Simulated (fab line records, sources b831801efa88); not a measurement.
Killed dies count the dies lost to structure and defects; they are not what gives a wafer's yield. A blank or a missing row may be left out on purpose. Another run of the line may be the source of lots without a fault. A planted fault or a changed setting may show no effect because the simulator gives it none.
What tool caused it? / flow gf180mcu / 15 lots, 45 wafers sampled, at 4 steps of a route of 602

WHAT EACH GAUGE READ, for each wafer
GF_V1_BOW_MEAS_05. Usual: V1_BOW gives 81 um (standard deviation 7).
lot=L555; measured=day 17 12:38; on=film-metro-01; V1_BOW (um)=84 76 88; flag=
lot=L556; measured=day 17 20:38; on=film-metro-02; V1_BOW (um)=88 82 87; flag=
lot=L557; measured=day 18 04:05; on=film-metro-03; V1_BOW (um)=70 92 84; flag=
lot=L558; measured=day 18 11:31; on=film-metro-02; V1_BOW (um)=85 78 76; flag=
lot=L559; measured=day 18 14:23; on=film-metro-02; V1_BOW (um)=87 79 93; flag=
lot=L568; measured=day 22 05:20; on=film-metro-01; V1_BOW (um)=93 87 73; flag=
lot=L569; measured=day 22 10:15; on=film-metro-01; V1_BOW (um)=88 81 83; flag=
lot=L572; measured=day 23 08:17; on=film-metro-02; V1_BOW (um)=74 74 75; flag=
lot=L573; measured=day 23 17:11; on=film-metro-01; V1_BOW (um)=71 81 74; flag=
lot=L574; measured=day 24 01:17; on=film-metro-02; V1_BOW (um)=79 81 80; flag=
lot=L575; measured=day 24 10:48; on=film-metro-03; V1_BOW (um)=84 85 75; flag=
lot=L576; measured=day 24 15:31; on=film-metro-02; V1_BOW (um)=94 88 88; flag=

TOOL THAT RAN EACH LOT (tool first, then ch and the chambers of the sampled wafers, then the start)
lot=L555; GF_M1_SPUTTER_02=pvd-sputter-01, day 16 12:49; GF_M1_PEB_12=litho-track-01 ch 0, day 17 10:54; GF_M1_STRIP_17=plasma-asher-02 ch 1, day 17 11:32
lot=L556; GF_M1_SPUTTER_02=pvd-sputter-03, day 16 20:01; GF_M1_PEB_12=litho-track-03 ch 0, day 17 18:54; GF_M1_STRIP_17=plasma-asher-01 ch 0,1, day 17 19:32
lot=L557; GF_M1_SPUTTER_02=pvd-sputter-01, day 17 03:20; GF_M1_PEB_12=litho-track-03 ch 0, day 18 02:19; GF_M1_STRIP_17=plasma-asher-04 ch 0,1, day 18 02:55
lot=L558; GF_M1_SPUTTER_02=pvd-sputter-04, day 17 10:19; GF_M1_PEB_12=litho-track-02 ch 0, day 18 09:47; GF_M1_STRIP_17=plasma-asher-01 ch 0,1, day 18 10:25
lot=L559; GF_M1_SPUTTER_02=pvd-sputter-03, day 17 13:25; GF_M1_PEB_12=litho-track-02 ch 0, day 18 12:37; GF_M1_STRIP_17=plasma-asher-01 ch 0,1, day 18 13:13
lot=L560; GF_M1_SPUTTER_02=pvd-sputter-04, day 18 05:35; GF_M1_PEB_12=litho-track-02, day 19 05:56; GF_M1_STRIP_17=plasma-asher-02 ch 0,1, day 19 06:34
lot=L561; GF_M1_SPUTTER_02=pvd-sputter-04, day 18 08:03; GF_M1_PEB_12=litho-track-01, day 19 07:22; GF_M1_STRIP_17=plasma-asher-04 ch 0,1, day 19 07:58
lot=L562; GF_M1_SPUTTER_02=pvd-sputter-01, day 18 19:46; GF_M1_PEB_12=litho-track-02, day 19 20:02; GF_M1_STRIP_17=plasma-asher-01 ch 0,1, day 19 20:48
lot=L568; GF_M1_SPUTTER_02=pvd-sputter-04, day 21 04:43; GF_M1_PEB_12=litho-track-02 ch 0, day 22 03:37; GF_M1_STRIP_17=plasma-asher-01 ch 0,1, day 22 04:13
lot=L569; GF_M1_SPUTTER_02=pvd-sputter-01, day 21 09:28; GF_M1_PEB_12=litho-track-01 ch 0, day 22 08:32; GF_M1_STRIP_17=plasma-asher-01 ch 0,1, day 22 09:08
lot=L572; GF_M1_SPUTTER_02=pvd-sputter-01, day 22 08:04; GF_M1_PEB_12=litho-track-01 ch 0, day 23 06:33; GF_M1_STRIP_17=plasma-asher-02 ch 0,1, day 23 07:11
lot=L573; GF_M1_SPUTTER_02=pvd-sputter-03, day 22 16:26; GF_M1_PEB_12=litho-track-01 ch 0, day 23 15:25; GF_M1_STRIP_17=plasma-asher-01 ch 0,1, day 23 16:05
lot=L574; GF_M1_SPUTTER_02=pvd-sputter-03, day 23 01:59; GF_M1_PEB_12=litho-track-02 ch 0, day 23 23:27; GF_M1_STRIP_17=plasma-asher-01 ch 0,1, day 24 00:11
lot=L575; GF_M1_SPUTTER_02=pvd-sputter-04, day 23 10:21; GF_M1_PEB_12=litho-track-01 ch 0, day 24 09:05; GF_M1_STRIP_17=plasma-asher-01 ch 0, day 24 09:41
lot=L576; GF_M1_SPUTTER_02=pvd-sputter-01, day 23 16:00; GF_M1_PEB_12=litho-track-01 ch 0, day 24 13:45; GF_M1_STRIP_17=plasma-asher-02 ch 0,1, day 24 14:23
- GF_M1_SPUTTER_02: material AlCu, target thk 450 nm, time 23.9 s.
- GF_M1_PEB_12: peb time 90 s.
- GF_M1_STRIP_17: strips in O2/N2.

AS READ BY THE TOOLS THEMSELVES (means over the sampled wafers that have a number; for cases with no such wafer, the mark the record gives instead)
GF_M1_SPUTTER_02. Usual: throttle-valve-pct reads 30.1 % (standard deviation 1).
lot=L555; tool=pvd-sputter-01; throttle-valve-pct (%)=29.8; flag=
lot=L556; tool=pvd-sputter-03; throttle-valve-pct (%)=30.2; flag=
lot=L557; tool=pvd-sputter-01; throttle-valve-pct (%)=30.1; flag=
lot=L558; tool=pvd-sputter-04; throttle-valve-pct (%)=29.2; flag=
lot=L559; tool=pvd-sputter-03; throttle-valve-pct (%)=29.8; flag=
lot=L560; tool=pvd-sputter-04; throttle-valve-pct (%)=29.8; flag=
lot=L561; tool=pvd-sputter-04; throttle-valve-pct (%)=31.3; flag=
lot=L562; tool=pvd-sputter-01; throttle-valve-pct (%)=29.9; flag=
lot=L568; tool=pvd-sputter-04; throttle-valve-pct (%)=29.4; flag=
lot=L569; tool=pvd-sputter-01; throttle-valve-pct (%)=30.3; flag=
lot=L572; tool=pvd-sputter-01; throttle-valve-pct (%)=29.9; flag=
lot=L573; tool=pvd-sputter-03; throttle-valve-pct (%)=30.3; flag=
lot=L574; tool=pvd-sputter-03; throttle-valve-pct (%)=30.6; flag=
lot=L575; tool=pvd-sputter-04; throttle-valve-pct (%)=30.6; flag=
lot=L576; tool=pvd-sputter-01; throttle-valve-pct (%)=30.5; flag=

GF_M1_PEB_12. Usual: chill-plate-temp-C 22.98 C, standard deviation 0.11; exhaust-pa 44.9 Pa, standard deviation 0.86.
lot=L555; tool=litho-track-01; chill-plate-temp-C (C)=22.96; exhaust-pa (Pa)=45.6; flag=
lot=L556; tool=litho-track-03; chill-plate-temp-C (C)=23.12; exhaust-pa (Pa)=45.7; flag=
lot=L557; tool=litho-track-03; chill-plate-temp-C (C)=23.00; exhaust-pa (Pa)=46.0; flag=
lot=L558; tool=litho-track-02; chill-plate-temp-C (C)=23.07; exhaust-pa (Pa)=45.0; flag=
lot=L559; tool=litho-track-02; chill-plate-temp-C (C)=23.00; exhaust-pa (Pa)=44.8; flag=
lot=L560; tool=litho-track-02; chill-plate-temp-C (C)=-; exhaust-pa (Pa)=-; flag=OFF
lot=L561; tool=litho-track-01; chill-plate-temp-C (C)=-; exhaust-pa (Pa)=-; flag=OFF
lot=L562; tool=litho-track-02; chill-plate-temp-C (C)=-; exhaust-pa (Pa)=-; flag=OFF
lot=L568; tool=litho-track-02; chill-plate-temp-C (C)=22.90; exhaust-pa (Pa)=44.5; flag=
lot=L569; tool=litho-track-01; chill-plate-temp-C (C)=22.95; exhaust-pa (Pa)=43.3; flag=
lot=L572; tool=litho-track-01; chill-plate-temp-C (C)=22.91; exhaust-pa (Pa)=44.2; flag=
lot=L573; tool=litho-track-01; chill-plate-temp-C (C)=23.01; exhaust-pa (Pa)=44.4; flag=
lot=L574; tool=litho-track-02; chill-plate-temp-C (C)=22.96; exhaust-pa (Pa)=45.9; flag=
lot=L575; tool=litho-track-01; chill-plate-temp-C (C)=23.11; exhaust-pa (Pa)=43.4; flag=
lot=L576; tool=litho-track-01; chill-plate-temp-C (C)=23.02; exhaust-pa (Pa)=45.0; flag=

GF_M1_STRIP_17. Usual: drypump-motor-current-A 5.9 A, standard deviation 0.37; heater-power-w 352 W, standard deviation 34; n2-flow-sccm 300.0 sccm, standard deviation 0.85; oes-product-au 0.537 a.u., standard deviation 0.005; strip-time-to-endpoint-s 7.37 s, standard deviation 0.064.
lot=L555; tool=plasma-asher-02; drypump-motor-current-A (A)=5.7; heater-power-w (W)=324; n2-flow-sccm (sccm)=300.0; oes-product-au (a.u.)=0.540; strip-time-to-endpoint-s (s)=7.43; flag=
lot=L556; tool=plasma-asher-01; drypump-motor-current-A (A)=5.9; heater-power-w (W)=346; n2-flow-sccm (sccm)=300.3; oes-product-au (a.u.)=0.544; strip-time-to-endpoint-s (s)=7.42; flag=
lot=L557; tool=plasma-asher-04; drypump-motor-current-A (A)=6.0; heater-power-w (W)=358; n2-flow-sccm (sccm)=300.0; oes-product-au (a.u.)=0.536; strip-time-to-endpoint-s (s)=7.31; flag=
lot=L558; tool=plasma-asher-01; drypump-motor-current-A (A)=5.9; heater-power-w (W)=340; n2-flow-sccm (sccm)=299.4; oes-product-au (a.u.)=0.534; strip-time-to-endpoint-s (s)=7.35; flag=
lot=L559; tool=plasma-asher-01; drypump-motor-current-A (A)=5.9; heater-power-w (W)=343; n2-flow-sccm (sccm)=300.0; oes-product-au (a.u.)=0.537; strip-time-to-endpoint-s (s)=7.34; flag=
lot=L560; tool=plasma-asher-02; drypump-motor-current-A (A)=5.8; heater-power-w (W)=353; n2-flow-sccm (sccm)=299.2; oes-product-au (a.u.)=0.536; strip-time-to-endpoint-s (s)=7.34; flag=
lot=L561; tool=plasma-asher-04; drypump-motor-current-A (A)=5.8; heater-power-w (W)=330; n2-flow-sccm (sccm)=299.6; oes-product-au (a.u.)=0.539; strip-time-to-endpoint-s (s)=7.37; flag=
lot=L562; tool=plasma-asher-01; drypump-motor-current-A (A)=5.9; heater-power-w (W)=340; n2-flow-sccm (sccm)=299.7; oes-product-au (a.u.)=0.531; strip-time-to-endpoint-s (s)=7.36; flag=
lot=L568; tool=plasma-asher-01; drypump-motor-current-A (A)=6.1; heater-power-w (W)=361; n2-flow-sccm (sccm)=299.6; oes-product-au (a.u.)=0.540; strip-time-to-endpoint-s (s)=7.40; flag=
lot=L569; tool=plasma-asher-01; drypump-motor-current-A (A)=5.9; heater-power-w (W)=346; n2-flow-sccm (sccm)=300.5; oes-product-au (a.u.)=0.533; strip-time-to-endpoint-s (s)=7.35; flag=
lot=L572; tool=plasma-asher-02; drypump-motor-current-A (A)=5.8; heater-power-w (W)=373; n2-flow-sccm (sccm)=300.9; oes-product-au (a.u.)=0.535; strip-time-to-endpoint-s (s)=7.36; flag=
lot=L573; tool=plasma-asher-01; drypump-motor-current-A (A)=5.8; heater-power-w (W)=338; n2-flow-sccm (sccm)=300.2; oes-product-au (a.u.)=0.536; strip-time-to-endpoint-s (s)=7.37; flag=
lot=L574; tool=plasma-asher-01; drypump-motor-current-A (A)=6.1; heater-power-w (W)=360; n2-flow-sccm (sccm)=300.3; oes-product-au (a.u.)=0.541; strip-time-to-endpoint-s (s)=7.43; flag=
lot=L575; tool=plasma-asher-01; drypump-motor-current-A (A)=6.4; heater-power-w (W)=379; n2-flow-sccm (sccm)=301.2; oes-product-au (a.u.)=0.539; strip-time-to-endpoint-s (s)=7.46; flag=
lot=L576; tool=plasma-asher-02; drypump-motor-current-A (A)=5.8; heater-power-w (W)=353; n2-flow-sccm (sccm)=301.1; oes-product-au (a.u.)=0.540; strip-time-to-endpoint-s (s)=7.38; flag=

THE ANSWER, worked out from the rows above alone
Rule: lot off if the mean of its wafers having a number is beyond 3 standard deviations from the usual mean. A lot without any number at a reading at which 4 lots or more have one is off too. Where the step has rows for the other lots, those lots are counted as sound. The gauges are gone through in route order, then the tools' own readings, and for those a lot's mean is taken as printed above. At the first step where some lot is off, the reading lying furthest off is the one used; lots without a number count as furthest.
Off: L560, L561, L562, at GF_M1_PEB_12 (chill-plate-temp-C). Without a number there: L560, L561, L562.
A tool fits if, at that step or a process step before it, it ran every lot that is off, and no sound lot after the first of them. No candidate that was tried fits.

WHAT THE SIMULATOR HAD PUT IN
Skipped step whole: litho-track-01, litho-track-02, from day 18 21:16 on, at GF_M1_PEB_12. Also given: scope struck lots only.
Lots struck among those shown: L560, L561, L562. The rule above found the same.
